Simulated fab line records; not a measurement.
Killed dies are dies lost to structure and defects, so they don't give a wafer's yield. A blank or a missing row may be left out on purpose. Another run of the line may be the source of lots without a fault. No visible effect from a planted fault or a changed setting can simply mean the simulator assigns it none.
The same fault as seen by 2 desks -- flow sky130 -- numbers are kept per desk, each desk with only its own; the story behind them comes last

## TOOL OWNER'S DESK, implanter-03
SKY_LDD_N_IMPLANT_15, tool's own readings: per-lot mean of the sampled wafers with a number, covering each lot this tool ran. Any lot whose mean is over 4 standard deviations away from the usual mean is out of limits and marked OUT; that distance is given in the brackets.
Columns: A = dose_ions_cm2 at SKY_LDD_N_IMPLANT_15, usual 4.999e+12; B = faraday_current_uA at SKY_LDD_N_IMPLANT_15, usual 28.2
lot,first seen here,A,B
L621,day 18 12:13,5.004e+12,28.0
L625,day 19 21:55,4.997e+12,28.0
L636,day 24 13:38,7.040e+11 (-99 or more) OUT,4.0 (-48) OUT
L638,day 24 18:35,6.997e+11 (-99 or more) OUT,4.0 (-48) OUT
This desk's finding: out of limits on L636, L638; first on L636, day 24 13:38 (dose_ions_cm2 at SKY_LDD_N_IMPLANT_15). L621, L625 stayed within limits.

## METROLOGY DESK
What the gauges read for every lot (on any tool): the sampled wafers with a number, averaged. Any lot whose mean is over 4 standard deviations away from the usual mean is out of limits and marked OUT; that distance is given in the brackets.
Columns: A = LDD_N_OVL at SKY_LDD_N_OVL_MEAS_07, usual 0.1 nm
lot,first seen here,A
L621,day 18 11:07,1.0
L625,day 19 20:50,0.7
L636,day 24 12:33,-1.0
L638,day 24 17:29,-2.6
L641,day 26 15:59,-0.4
L640,day 26 16:17,0.9
This desk's finding: nothing out of limits on any of the 6 lots.

## ALL TOGETHER
At day 24 13:38, on L636, L638, the tool owner's desk was in a position to raise an alarm.
From the metrology desk's view, nothing was out of limits.
The metrology desk has L636, L638 on record, within its limits.
All the named lots went through SKY_LDD_N_IMPLANT_15 on implanter-03.

## WHAT HAD BEEN PUT IN BY THE SIMULATOR
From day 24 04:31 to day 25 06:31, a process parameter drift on implanter-03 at SKY_LDD_N_IMPLANT_15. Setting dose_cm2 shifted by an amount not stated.
Shown lots that were struck: L636, L638.
Delay in hours, fault start to first out-of-limits reading, by desk: the tool owner's desk at 9.
